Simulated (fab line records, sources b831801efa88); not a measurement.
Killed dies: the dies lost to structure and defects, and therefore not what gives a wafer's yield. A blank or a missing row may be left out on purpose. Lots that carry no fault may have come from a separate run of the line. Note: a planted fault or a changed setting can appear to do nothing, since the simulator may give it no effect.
fab line records    flow gf180mcu
[record] lots = 24  wafers = 72  last_day = 34
route steps=602 shown V2@403 V4@479 MIM@505 M5@537
lots that met no fault: taken from a fault-free run of the same line
start_h: hours from the record's opening day to when the first of the lot's shown wafers began    wait_h: hours since the lot's step before    " as in the row above    L1.1+2: several wafers, shown together as one row    - either no value or no given start    * or withheld: withheld    < > ~ a bound
route shown NAME@n: names a module that has steps shown in the file, with the first one's number in the route    usual: mean/standard deviation taken from wafers without a fault    same: alike in all rows    chamber/n: place in a boat    sites: each site's reading    _std_site: standard deviation across them    _edge_site: the outer-site mean with the inner-site mean subtracted    radius_mm: how far each site lies from the wafer's centre    mask NAME#n: copy n    behind: the tool/chamber that last shaped the wafer    hold: cause of the lot's hold/its duration in hours/its outcome    device: the transistor (n, p or np) that didn't switch    end of line: tests run on the same wafers once the route is complete    a step with no rows: only its recipe    killed: count of dies lost to structure and defects at first sort (not the wafer's yield)    map: per-die view of a wafer (x killed, . not killed, _ where there is no die)
set.NAME: the setting the step ran with; set.NAME@STEP: the setting that earlier step ran with    model.NAME: the simulator's own value behind a step, which no gauge read
the route's steps for a sample of lots (tables are steps, rows are wafers)
services: from which hour (start_h, from the record's first day; less than 0 if before it) a tool's chamber was out of use, for how many hours, and why
[[steps]]
[step GF_V2_SPUTTER_21]
[recipe] material = Ti  target_thk_nm = 15  chamber_pressure_pa = 5  power_w = 2500  substrate_temp_c = 200  time_s = 80.02
[usual] throttle_valve_pct = 30.2/1.3
lot.wafer  tool            chamber  start_h  wait_h  throttle_valve_pct
L074.3     pvd_sputter-04  -        464.31   0.0     31.5
L074.4     "               -        "        "       28.0
L074.6     "               -        "        "       31.6
L075.1     pvd_sputter-04  -        474.50   0.0     31.5
L075.2     "               -        "        "       30.5
L075.4     "               -        "        "       28.1
L076.1     pvd_sputter-04  -        487.80   0.0     31.3
L076.3     "               -        "        "       31.7
L076.4     "               -        "        "       27.9
L077.1     pvd_sputter-01  -        497.60   0.0     31.6
L077.2     "               -        "        "       28.1
L077.6     "               -        "        "       28.1
L079.1     pvd_sputter-04  -        509.55   0.0     31.4
L079.2     "               -        "        "       31.2
L079.4     "               -        "        "       30.2
L078.2     pvd_sputter-01  -        511.78   0.0     27.9
L078.4     "               -        "        "       29.6
L078.5     "               -        "        "       31.6
L080.1     pvd_sputter-01  -        524.54   0.0     27.8
L080.2     "               -        "        "       28.3
L080.5     "               -        "        "       27.8
L081.1     pvd_sputter-03  -        528.54   0.0     29.9
L081.5     "               -        "        "       31.4
L081.6     "               -        "        "       29.9
L082.1     pvd_sputter-04  -        532.38   0.0     30.3
L082.4     "               -        "        "       31.3
L082.5     "               -        "        "       31.1
L083.2     pvd_sputter-03  -        541.53   0.0     29.9
L083.4     "               -        "        "       31.3
L083.6     "               -        "        "       31.4
L084.3     pvd_sputter-03  -        554.99   0.0     30.5
L084.4     "               -        "        "       29.8
L084.6     "               -        "        "       30.6
L085.4     pvd_sputter-04  -        563.66   0.0     27.8
L085.5     "               -        "        "       30.5
L085.6     "               -        "        "       31.2
L086.2     pvd_sputter-03  -        566.49   0.0     30.4
L086.5     "               -        "        "       31.4
L086.6     "               -        "        "       30.4
L087.2     pvd_sputter-04  -        579.03   0.0     31.4
L087.3     "               -        "        "       31.4
L087.5     "               -        "        "       27.9
L088.1     pvd_sputter-04  -        585.98   0.0     31.7
L088.4     "               -        "        "       27.8
L088.6     "               -        "        "       31.6
L089.1     pvd_sputter-04  -        590.75   0.0     30.4
L089.2     "               -        "        "       31.5
L089.4     "               -        "        "       31.6
L090.2     pvd_sputter-04  -        598.18   0.0     28.2
L090.5     "               -        "        "       30.5
L090.6     "               -        "        "       31.4
L091.2     pvd_sputter-03  -        611.26   0.0     31.3
L091.4     "               -        "        "       30.2
L091.5     "               -        "        "       31.5
L092.1     pvd_sputter-04  -        616.10   0.0     31.4
L092.5     "               -        "        "       31.1
L092.6     "               -        "        "       31.5
L093.2     pvd_sputter-04  -        621.76   0.0     31.2
L093.3     "               -        "        "       30.5
L093.5     "               -        "        "       30.2
L094.3     pvd_sputter-03  -        629.91   0.0     30.0
L094.4     "               -        "        "       30.0
L094.5     "               -        "        "       30.2
L095.1     pvd_sputter-04  -        635.82   0.0     31.6
L095.2     "               -        "        "       30.4
L095.4     "               -        "        "       31.4
L096.1     pvd_sputter-04  -        647.74   0.0     31.2
L096.2     "               -        "        "       30.3
L096.6     "               -        "        "       31.4
L097.2     pvd_sputter-04  -        652.65   0.0     27.9
L097.3     "               -        "        "       30.3
L097.5     "               -        "        "       31.8
[step GF_V4_THK_MEAS_03]
[recipe] reads = SiO2_of_V4_CVD_02
[usual] V4_CVD_02_THK = 847/11
lot.wafer  tool           chamber  start_h  wait_h  V4_CVD_02_THK[nm]
L074.3     film_metro-04  -        539.89   0.1     840
L074.4     "              -        "        "       848
L074.6     "              -        "        "       853
L075.1     film_metro-04  -        548.38   0.0     844
L075.2     "              -        "        "       840
L075.4     "              -        "        "       858
L076.1     film_metro-01  -        562.47   0.0     842
L076.3     "              -        "        "       858
L076.4     "              -        "        "       854
L077.1     film_metro-03  -        571.10   0.0     844
L077.2     "              -        "        "       843
L077.6     "              -        "        "       861
L079.1     film_metro-03  -        581.98   0.0     841
L079.2     "              -        "        "       838
L079.4     "              -        "        "       856
L078.2     film_metro-04  -        584.77   0.0     837
L078.4     "              -        "        "       843
L078.5     "              -        "        "       844
L080.1     film_metro-03  -        595.38   0.0     843
L080.2     "              -        "        "       845
L080.5     "              -        "        "       868
L081.1     film_metro-01  -        598.38   0.0     859
L081.5     "              -        "        "       857
L081.6     "              -        "        "       870
L082.1     film_metro-03  -        603.94   0.0     844
L082.4     "              -        "        "       847
L082.5     "              -        "        "       874
L083.2     film_metro-01  -        611.78   0.0     845
L083.4     "              -        "        "       858
L083.6     "              -        "        "       857
L084.3     film_metro-04  -        624.73   0.1     838
L084.4     "              -        "        "       857
L084.6     "              -        "        "       851
L085.4     film_metro-01  -        632.00   0.0     882
L085.5     "              -        "        "       858
L085.6     "              -        "        "       864
L086.2     film_metro-01  -        635.41   0.0     831
L086.5     "              -        "        "       840
L086.6     "              -        "        "       852
L087.2     film_metro-01  -        645.31   0.0     831
L087.3     "              -        "        "       824
L087.5     "              -        "        "       847
L088.1     film_metro-03  -        653.01   0.0     855
L088.4     "              -        "        "       855
L088.6     "              -        "        "       859
L089.1     film_metro-04  -        657.07   0.0     839
L089.2     "              -        "        "       837
L089.4     "              -        "        "       839
L090.2     film_metro-03  -        664.08   0.0     859
L090.5     "              -        "        "       869
L090.6     "              -        "        "       866
L091.2     film_metro-03  -        676.46   0.0     833
L091.4     "              -        "        "       849
L091.5     "              -        "        "       847
L092.1     film_metro-04  -        680.08   0.1     838
L092.5     "              -        "        "       851
L092.6     "              -        "        "       843
L093.2     film_metro-03  -        686.72   0.0     846
L093.3     "              -        "        "       840
L093.5     "              -        "        "       852
L094.3     film_metro-04  -        692.75   0.1     829
L094.4     "              -        "        "       838
L094.5     "              -        "        "       830
L095.1     film_metro-01  -        699.15   0.0     831
L095.2     "              -        "        "       839
L095.4     "              -        "        "       846
L096.1     film_metro-03  -        711.12   0.0     851
L096.2     "              -        "        "       856
L096.6     "              -        "        "       863
L097.2     film_metro-03  -        714.98   0.0     835
L097.3     "              -        "        "       837
L097.5     "              -        "        "       860
[step GF_MIM_SPUTTER_02]
[recipe] material = AlCu  target_thk_nm = 450  power_w = 10600  time_s = 23.9  chamber_pressure_pa = 0.4
[usual] throttle_valve_pct = 30.3/1.1
lot.wafer  tool            chamber  start_h  wait_h  throttle_valve_pct
L074.3     pvd_sputter-03  -        564.77   0.0     30.2
L074.4     "               -        "        "       31.4
L074.6     "               -        "        "       30.5
L075.1     pvd_sputter-02  -        573.17   0.0     32.1
L075.2     "               -        "        "       30.1
L075.4     "               -        "        "       28.9
L076.1     pvd_sputter-03  -        585.83   0.0     30.3
L076.3     "               -        "        "       31.3
L076.4     "               -        "        "       29.8
L077.1     pvd_sputter-02  -        594.88   0.0     32.0
L077.2     "               -        "        "       30.2
L077.6     "               -        "        "       32.3
L079.1     pvd_sputter-04  -        605.02   0.0     30.6
L079.2     "               -        "        "       31.4
L079.4     "               -        "        "       27.8
L078.2     pvd_sputter-02  -        608.09   0.0     32.2
L078.4     "               -        "        "       28.9
L078.5     "               -        "        "       28.9
L080.1     pvd_sputter-02  -        619.18   0.0     30.4
L080.2     "               -        "        "       29.3
L080.5     "               -        "        "       32.3
L081.1     pvd_sputter-02  -        621.62   0.0     32.1
L081.5     "               -        "        "       29.8
L081.6     "               -        "        "       32.1
L082.1     pvd_sputter-02  -        627.17   0.0     28.9
L082.4     "               -        "        "       32.3
L082.5     "               -        "        "       29.0
L083.2     pvd_sputter-03  -        635.05   0.0     30.1
L083.4     "               -        "        "       30.0
L083.6     "               -        "        "       29.8
L084.3     pvd_sputter-03  -        646.37   0.0     29.8
L084.4     "               -        "        "       31.4
L084.6     "               -        "        "       31.5
L085.4     pvd_sputter-04  -        654.14   0.0     28.1
L085.5     "               -        "        "       31.4
L085.6     "               -        "        "       31.3
L086.2     pvd_sputter-02  -        657.35   0.0     29.2
L086.5     "               -        "        "       28.8
L086.6     "               -        "        "       29.1
L087.2     pvd_sputter-03  -        667.03   0.0     31.4
L087.3     "               -        "        "       30.2
L087.5     "               -        "        "       30.1
L088.1     pvd_sputter-04  -        675.07   0.0     31.6
L088.4     "               -        "        "       30.5
L088.6     "               -        "        "       31.4
L089.1     pvd_sputter-02  -        678.66   0.0     30.4
L089.2     "               -        "        "       28.8
L089.4     "               -        "        "       32.0
L090.2     pvd_sputter-03  -        685.56   0.0     30.3
L090.5     "               -        "        "       30.6
L090.6     "               -        "        "       29.9
L091.2     pvd_sputter-03  -        696.95   0.0     30.3
L091.4     "               -        "        "       30.1
L091.5     "               -        "        "       29.7
L092.1     pvd_sputter-03  -        701.01   0.0     30.0
L092.5     "               -        "        "       31.4
L092.6     "               -        "        "       30.0
L093.2     pvd_sputter-04  -        707.94   0.0     30.4
L093.3     "               -        "        "       31.5
L093.5     "               -        "        "       28.0
L094.3     pvd_sputter-03  -        713.67   0.0     29.9
L094.4     "               -        "        "       30.0
L094.5     "               -        "        "       30.7
L095.1     pvd_sputter-03  -        719.98   0.0     31.2
L095.2     "               -        "        "       30.8
L095.4     "               -        "        "       29.9
L096.1     pvd_sputter-04  -        732.33   0.0     30.5
L096.2     "               -        "        "       27.7
L096.6     "               -        "        "       31.6
L097.2     pvd_sputter-02  -        735.51   0.0     31.9
L097.3     "               -        "        "       29.0
L097.5     "               -        "        "       30.3
[step GF_MIM_SPUTTER_03]
[recipe] material = Ti  target_thk_nm = 10  substrate_temp_c = 300  chamber_pressure_pa = 0.3  power_w = 3000  time_s = 6.7
[usual] throttle_valve_pct = 30.3/1.1
lot.wafer  tool            chamber  start_h  wait_h  throttle_valve_pct
L074.3     pvd_sputter-03  -        564.80   0.0     30.2
L074.4     "               -        "        "       31.3
L074.6     "               -        "        "       30.3
L075.1     pvd_sputter-02  -        573.20   0.0     32.1
L075.2     "               -        "        "       30.3
L075.4     "               -        "        "       29.2
L076.1     pvd_sputter-03  -        585.86   0.0     30.4
L076.3     "               -        "        "       31.7
L076.4     "               -        "        "       29.8
L077.1     pvd_sputter-02  -        594.91   0.0     32.2
L077.2     "               -        "        "       30.2
L077.6     "               -        "        "       32.4
L079.1     pvd_sputter-04  -        605.05   0.0     30.0
L079.2     "               -        "        "       31.3
L079.4     "               -        "        "       27.9
L078.2     pvd_sputter-02  -        608.12   0.0     32.4
L078.4     "               -        "        "       29.1
L078.5     "               -        "        "       28.9
L080.1     pvd_sputter-02  -        619.21   0.0     30.3
L080.2     "               -        "        "       28.9
L080.5     "               -        "        "       32.3
L081.1     pvd_sputter-02  -        621.65   0.0     32.2
L081.5     "               -        "        "       30.1
L081.6     "               -        "        "       32.3
L082.1     pvd_sputter-02  -        627.20   0.0     29.0
L082.4     "               -        "        "       32.0
L082.5     "               -        "        "       29.2
L083.2     pvd_sputter-03  -        635.08   0.0     30.1
L083.4     "               -        "        "       29.9
L083.6     "               -        "        "       30.1
L084.3     pvd_sputter-03  -        646.40   0.0     29.9
L084.4     "               -        "        "       31.4
L084.6     "               -        "        "       31.4
L085.4     pvd_sputter-04  -        654.17   0.0     27.9
L085.5     "               -        "        "       31.5
L085.6     "               -        "        "       31.2
L086.2     pvd_sputter-02  -        657.38   0.0     28.8
L086.5     "               -        "        "       29.2
L086.6     "               -        "        "       29.2
L087.2     pvd_sputter-03  -        667.06   0.0     31.3
L087.3     "               -        "        "       30.2
L087.5     "               -        "        "       30.1
L088.1     pvd_sputter-04  -        675.10   0.0     31.4
L088.4     "               -        "        "       30.3
L088.6     "               -        "        "       31.5
L089.1     pvd_sputter-02  -        678.69   0.0     30.0
L089.2     "               -        "        "       28.8
L089.4     "               -        "        "       32.1
L090.2     pvd_sputter-03  -        685.59   0.0     30.1
L090.5     "               -        "        "       30.4
L090.6     "               -        "        "       29.9
L091.2     pvd_sputter-03  -        696.98   0.0     30.3
L091.4     "               -        "        "       30.2
L091.5     "               -        "        "       30.0
L092.1     pvd_sputter-03  -        701.04   0.0     30.1
L092.5     "               -        "        "       31.5
L092.6     "               -        "        "       29.9
L093.2     pvd_sputter-04  -        707.97   0.0     30.1
L093.3     "               -        "        "       31.5
L093.5     "               -        "        "       28.0
L094.3     pvd_sputter-03  -        713.70   0.0     29.9
L094.4     "               -        "        "       30.1
L094.5     "               -        "        "       30.3
L095.1     pvd_sputter-03  -        720.01   0.0     31.6
L095.2     "               -        "        "       30.2
L095.4     "               -        "        "       29.9
L096.1     pvd_sputter-04  -        732.36   0.0     30.8
L096.2     "               -        "        "       28.0
L096.6     "               -        "        "       31.7
L097.2     pvd_sputter-02  -        735.54   0.0     32.2
L097.3     "               -        "        "       29.2
L097.5     "               -        "        "       30.1
[step GF_MIM_THK_MEAS_06]
[recipe] reads = Si3N4_of_MIM_CVD_05
[usual] MIM_CVD_05_THK = 42.2/0.55
lot.wafer  tool           chamber  start_h  wait_h  MIM_CVD_05_THK[nm]
L074.3     film_metro-01  -        564.92   0.0     42.2
L074.4     "              -        "        "       42.0
L074.6     "              -        "        "       42.1
L075.1     film_metro-04  -        573.29   0.0     41.5
L075.2     "              -        "        "       41.6
L075.4     "              -        "        "       42.7
L076.1     film_metro-04  -        585.96   0.0     41.9
L076.3     "              -        "        "       42.0
L076.4     "              -        "        "       42.9
L077.1     film_metro-02  -        595.01   0.0     41.8
L077.2     "              -        "        "       41.8
L077.6     "              -        "        "       42.2
L079.1     film_metro-02  -        605.15   0.0     42.5
L079.2     "              -        "        "       42.3
L079.4     "              -        "        "       43.1
L078.2     film_metro-01  -        608.22   0.0     42.0
L078.4     "              -        "        "       42.6
L078.5     "              -        "        "       42.3
L080.1     film_metro-04  -        619.31   0.0     42.1
L080.2     "              -        "        "       42.0
L080.5     "              -        "        "       42.9
L081.1     film_metro-04  -        621.75   0.0     42.6
L081.5     "              -        "        "       42.4
L081.6     "              -        "        "       42.6
L082.1     film_metro-02  -        627.30   0.0     41.4
L082.4     "              -        "        "       41.9
L082.5     "              -        "        "       42.7
L083.2     film_metro-02  -        635.19   0.0     41.5
L083.4     "              -        "        "       42.5
L083.6     "              -        "        "       42.3
L084.3     film_metro-04  -        646.52   0.0     42.1
L084.4     "              -        "        "       42.7
L084.6     "              -        "        "       42.8
L085.4     film_metro-04  -        654.30   0.0     42.7
L085.5     "              -        "        "       41.8
L085.6     "              -        "        "       41.9
L086.2     film_metro-02  -        657.49   0.0     42.5
L086.5     "              -        "        "       43.3
L086.6     "              -        "        "       42.8
L087.2     film_metro-04  -        667.16   0.0     40.9
L087.3     "              -        "        "       41.2
L087.5     "              -        "        "       42.2
L088.1     film_metro-01  -        675.20   0.0     42.1
L088.4     "              -        "        "       42.7
L088.6     "              -        "        "       42.9
L089.1     film_metro-04  -        678.80   0.0     42.1
L089.2     "              -        "        "       42.3
L089.4     "              -        "        "       42.8
L090.2     film_metro-04  -        685.71   0.0     42.1
L090.5     "              -        "        "       42.6
L090.6     "              -        "        "       42.5
L091.2     film_metro-01  -        697.09   0.0     42.0
L091.4     "              -        "        "       42.9
L091.5     "              -        "        "       42.6
L092.1     film_metro-01  -        701.14   0.0     42.6
L092.5     "              -        "        "       42.9
L092.6     "              -        "        "       42.8
L093.2     film_metro-02  -        708.07   0.0     41.6
L093.3     "              -        "        "       40.9
L093.5     "              -        "        "       41.9
L094.3     film_metro-02  -        713.81   0.0     40.9
L094.4     "              -        "        "       42.1
L094.5     "              -        "        "       41.8
L095.1     film_metro-02  -        720.11   0.0     42.0
L095.2     "              -        "        "       41.6
L095.4     "              -        "        "       42.2
L096.1     film_metro-04  -        732.46   0.0     42.4
L096.2     "              -        "        "       42.1
L096.6     "              -        "        "       42.6
L097.2     film_metro-02  -        735.65   0.0     41.8
L097.3     "              -        "        "       41.3
L097.5     "              -        "        "       42.5
[step GF_M5_STRIP_11]
[recipe] chemistry = O2/N2  power_w = 1400  pressure_mtorr = 1500  platen_temp_c = 250  o2_flow_sccm = 3000  n2_flow_sccm = 300  overash_fraction = 0.5
[usual] drypump_motor_current_A = 5.6/0.43  heater_power_w = 313/27  oes_product_au = 0.523/0.0053  strip_time_to_endpoint_s = 7.04/0.053
[same] overash_fraction = 0.5
lot.wafer  tool             chamber  start_h  wait_h  drypump_motor_current_A  heater_power_w  oes_product_au  rf_hours_counter_h  strip_time_to_endpoint_s
L074.3     plasma_asher-04  0        609.36   0.1     5.7                      324             0.522           -                   6.98
L074.4     "                1        "        "       5.5                      351             0.524           -                   7.04
L074.6     "                1        "        "       5.5                      348             0.522           -                   7.05
L075.1     plasma_asher-04  1        616.64   0.1     5.5                      351             0.514           102                 7.01
L075.2     "                0        "        "       5.7                      328             0.512           102                 6.98
L075.4     "                1        "        "       5.5                      352             0.518           -                   7.03
L076.1     plasma_asher-04  0        628.59   0.1     5.7                      330             0.525           103                 7.08
L076.3     "                0        "        "       5.7                      335             0.522           -                   7.03
L076.4     "                1        "        "       5.5                      345             0.536           -                   7.11
L077.1     plasma_asher-01  1        636.23   0.1     5.3                      291             0.530           52                  7.00
L077.2     "                0        "        "       5.2                      317             0.534           52                  7.03
L077.6     "                1        "        "       5.3                      284             0.524           -                   7.03
L079.1     plasma_asher-01  0        646.23   0.1     5.2                      318             0.529           53                  7.13
L079.2     "                1        "        "       5.2                      286             0.522           53                  7.08
L079.4     "                1        "        "       5.2                      288             0.525           -                   7.09
L078.2     plasma_asher-01  0        651.33   0.1     5.2                      315             0.516           54                  7.02
L078.4     "                0        "        "       5.2                      313             0.523           -                   7.08
L078.5     "                1        "        "       5.2                      282             0.531           -                   7.07
L080.1     plasma_asher-02  0        659.63   0.1     6.4                      317             0.513           87                  7.00
L080.2     "                1        "        "       6.2                      269             0.516           87                  7.06
L080.5     "                1        "        "       6.2                      266             0.529           -                   7.03
L081.1     plasma_asher-01  1        662.58   0.1     5.3                      287             0.524           55                  6.97
L081.5     "                1        "        "       5.3                      288             0.518           -                   6.99
L081.6     "                0        "        "       5.2                      310             0.518           -                   7.06
L082.1     plasma_asher-04  1        667.88   0.1     5.5                      348             0.519           108                 7.06
L082.4     "                1        "        "       5.5                      351             0.527           -                   7.07
L082.5     "                0        "        "       5.7                      321             0.523           -                   6.97
L083.2     plasma_asher-01  0        675.03   0.1     5.2                      320             0.522           57                  7.02
L083.4     "                0        "        "       5.2                      313             0.521           -                   7.01
L083.6     "                0        "        "       5.2                      315             0.522           -                   7.03
L084.3     plasma_asher-01  0        685.87   0.1     5.2                      324             0.519           -                   7.00
L084.4     "                1        "        "       5.3                      277             0.531           -                   7.02
L084.6     "                0        "        "       5.2                      318             0.520           -                   6.97
L085.4     plasma_asher-02  1        693.37   0.1     6.2                      273             0.518           -                   6.94
L085.5     "                0        "        "       6.4                      318             0.523           -                   6.99
L085.6     "                1        "        "       6.1                      275             0.518           -                   7.02
L086.2     plasma_asher-02  1        695.93   0.1     6.2                      277             0.516           90                  7.08
L086.5     "                1        "        "       6.2                      272             0.522           -                   7.09
L086.6     "                0        "        "       6.4                      319             0.525           -                   6.95
L087.2     plasma_asher-02  1        705.08   0.1     6.2                      269             0.525           91                  7.09
L087.3     "                1        "        "       6.2                      276             0.529           -                   7.01
L087.5     "                1        "        "       6.2                      276             0.521           -                   6.98
L088.1     plasma_asher-04  1        713.28   0.1     5.5                      353             0.519           112                 7.00
L088.4     "                1        "        "       5.5                      357             0.520           -                   7.03
L088.6     "                1        "        "       5.5                      347             0.520           -                   6.98
L089.1     plasma_asher-04  1        716.48   0.1     5.5                      349             0.513           112                 6.93
L089.2     "                0        "        "       5.7                      323             0.527           112                 6.99
L089.4     "                1        "        "       5.5                      344             0.523           -                   6.97
L090.2     plasma_asher-04  1        723.28   0.1     5.5                      343             0.525           113                 7.01
L090.5     "                0        "        "       5.7                      335             0.532           -                   7.03
L090.6     "                1        "        "       5.5                      363             0.515           -                   7.01
L091.2     plasma_asher-01  0        734.27   0.2     5.2                      322             0.529           61                  7.16
L091.4     "                0        "        "       5.2                      318             0.528           -                   7.11
L091.5     "                1        "        "       5.2                      277             0.527           -                   7.16
L092.1     plasma_asher-02  1        737.39   0.1     6.2                      275             0.524           95                  7.09
L092.5     "                0        "        "       6.4                      321             0.520           -                   7.02
L092.6     "                1        "        "       6.2                      269             0.517           -                   7.02
L093.2     plasma_asher-04  0        744.24   0.1     5.7                      350             0.526           0                   7.10
L093.3     "                0        "        "       5.7                      351             0.516           -                   7.04
L093.5     "                1        "        "       5.5                      380             0.528           -                   7.07
L094.3     plasma_asher-01  0        748.97   0.1     5.2                      321             0.525           -                   7.03
L094.4     "                1        "        "       5.2                      290             0.517           -                   6.95
L094.5     "                0        "        "       5.2                      309             0.519           -                   7.05
L095.1     plasma_asher-02  1        754.59   0.1     6.2                      277             0.525           97                  7.20
L095.2     "                0        "        "       6.4                      321             0.526           97                  7.08
L095.4     "                0        "        "       6.4                      315             0.536           -                   7.11
L096.1     plasma_asher-01  1        767.06   0.2     5.2                      286             0.528           64                  7.07
L096.2     "                0        "        "       5.2                      315             0.521           64                  7.07
L096.6     "                0        "        "       5.2                      317             0.524           -                   7.12
L097.2     plasma_asher-01  1        769.61   0.2     5.3                      292             0.527           64                  7.09
L097.3     "                1        "        "       5.2                      286             0.520           -                   7.11
L097.5     "                1        "        "       5.2                      283             0.527           -                   7.06
[[services]]
tool             chamber  start_h  hours  kind
plasma_asher-01  -        451.08   0.7    repair
pvd_sputter-02   -        500.35   3.0    repair
pvd_sputter-02   -        532.79   3.6    repair
pvd_sputter-03   -        541.90   1.8    repair
pvd_sputter-01   -        554.94   5.0    repair
pvd_sputter-02   -        561.35   1.7    repair
plasma_asher-04  -        566.13   5.7    repair
pvd_sputter-03   -        578.31   3.4    repair
plasma_asher-01  -        584.18   6.5    repair
pvd_sputter-03   -        586.93   3.3    repair
pvd_sputter-03   -        597.19   5.2    repair
pvd_sputter-03   -        612.64   1.7    repair
plasma_asher-02  -        671.70   14.6   pm
plasma_asher-04  -        672.08   14.6   pm
pvd_sputter-03   3        678.96   -      consumable_replace:kit
pvd_sputter-03   3        678.96   18.0   scheduled_down
pvd_sputter-03   3        678.96   18.0   vent_cycle
plasma_asher-01  -        686.30   27.3   pm
plasma_asher-02  -        691.72   0.7    repair
pvd_sputter-03   -        704.84   3.0    repair
pvd_sputter-03   -        720.61   24.3   repair
plasma_asher-04  -        733.75   9.0    pm
plasma_asher-01  -        735.89   2.4    repair
pvd_sputter-02   -        740.74   24.6   repair
[[key]]
fault none
